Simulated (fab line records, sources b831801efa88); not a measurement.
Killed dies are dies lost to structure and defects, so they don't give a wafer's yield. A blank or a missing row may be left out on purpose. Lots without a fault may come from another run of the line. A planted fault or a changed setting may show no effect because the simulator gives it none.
One fault seen from 2 desks | flow gf180mcu | each desk has only its own numbers; what lay behind them comes last

THE TOOL OWNER'S DESK: plasma_asher-03
The tool's own readings at GF_STI_STRIP_15 (strips in O2/N2): means of the sampled wafers that have a number, for each lot that ran on this tool. A lot is out of limits, marked OUT, if its mean lies more than 4 standard deviations from the usual mean; the brackets give that distance.
Columns: A = chamber_pressure_mTorr at GF_STI_STRIP_15, usual 1500.0 mTorr; B = drypump_motor_current_A at GF_STI_STRIP_15, usual 5.7 A; C = heater_power_w at GF_STI_STRIP_15, usual 332 W; D = oes_product_au at GF_STI_STRIP_15, usual 0.385 a.u.; E = strip_time_to_endpoint_s at GF_STI_STRIP_15, usual 3.76 s
lot  | first seen here | A      | B   | C   | D     | E
L712 | day 4 00:43     | 1500.1 | 5.4 | 403 | 0.387 | 3.81
L719 | day 5 11:22     | 1500.6 | 5.6 | 366 | 0.382 | 3.69
L723 | day 6 12:16     | 1500.4 | 5.6 | 363 | 0.391 | 3.79
L724 | day 6 15:46     | 1500.3 | 6.0 | 300 | 0.387 | 3.75
This desk's finding: nothing out of limits on any of the 4 lots.

THE METROLOGY DESK
What the gauges read, lot by lot, whatever tool the lot ran on: means of the sampled wafers that have a number. A lot is out of limits, marked OUT, if its mean lies more than 4 standard deviations from the usual mean; the brackets give that distance.
Columns: A = V3_CVD_02_THK at GF_V3_THK_MEAS_03, usual 849 nm
lot  | first seen here | A
L703 | day 21 12:52    | 845
L705 | day 22 11:49    | 839
L707 | day 23 04:22    | 845
L708 | day 23 07:10    | 853
L710 | day 24 08:13    | 847
L711 | day 25 00:47    | 839
L712 | day 25 03:28    | 854
L719 | day 27 04:53    | 857
L722 | day 28 02:27    | 855
L723 | day 28 08:55    | 852
L724 | day 28 18:31    | 854
This desk's finding: nothing out of limits on any of the 11 lots.

PUT TOGETHER
The tool owner's desk saw nothing out of limits.
The metrology desk saw nothing out of limits.

WHAT THE SIMULATOR HAD PUT IN
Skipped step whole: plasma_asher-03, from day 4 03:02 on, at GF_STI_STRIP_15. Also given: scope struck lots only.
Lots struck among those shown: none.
